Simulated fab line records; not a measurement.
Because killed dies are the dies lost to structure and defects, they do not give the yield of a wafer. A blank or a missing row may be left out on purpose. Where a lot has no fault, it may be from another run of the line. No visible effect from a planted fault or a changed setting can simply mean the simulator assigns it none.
Which tool did it?    flow gf180mcu    at 1 step of a route of 602, 12 lots with 36 wafers sampled

## WHAT THE GAUGES READ, wafer by wafer
GF_SAB_OVL_MEAS_10.
lot   measured      on          SAB_OVL (nm)
L075  day 15 08:49  overlay-02  -2.2 -1.3 -1.5
L077  day 15 23:47  overlay-02  -2.6 -0.6 -1.3
L079  day 16 21:45  overlay-01  -0.2 -0.9 -2.9
L081  day 17 11:23  overlay-02  -2.0 1.1 -1.6
L083  day 18 09:47  overlay-02  0.1 -0.4 -1.5
L085  day 19 00:17  overlay-01  -0.8 -3.4 -1.0
L087  day 20 04:20  overlay-01  -1.7 -3.5 -2.6
L089  day 20 19:22  overlay-02  -2.8 -3.4 -2.5
L091  day 21 10:18  overlay-02  -1.5 -0.3 0.2
L093  day 22 10:56  overlay-02  -1.2 -1.2 -2.3
L096  day 22 20:06  overlay-01  -2.5 -0.3 -0.9
L097  day 23 09:18  overlay-02  -2.8 -3.0 -2.9

## WHAT TOOL EACH LOT RAN ON (gives the tool, then ch and the chambers of the sampled wafers, and finally the start)
The record shows no process step preceding these readings.

## THE ANSWER, worked out from the rows above alone
Rule: usual is defined by the lots themselves. The widest of any qualifying gaps counts: lots, ordered by their means at a reading, are off when they make up no more than a third of the lots, leave a main group of 4 or more, and stand apart from it by 3 or more times the standard deviation of that group's means. A main group is skipped when, at the precision printed for the reading in the tables above, its means are all equal. A lot without any number at a reading at which 4 lots or more have one is off too. Where the step has rows for the other lots, those lots are counted as sound.
No lot is off on any of the readings shown, so nothing can be concluded from this.

## WHAT THE SIMULATOR HAD INSERTED
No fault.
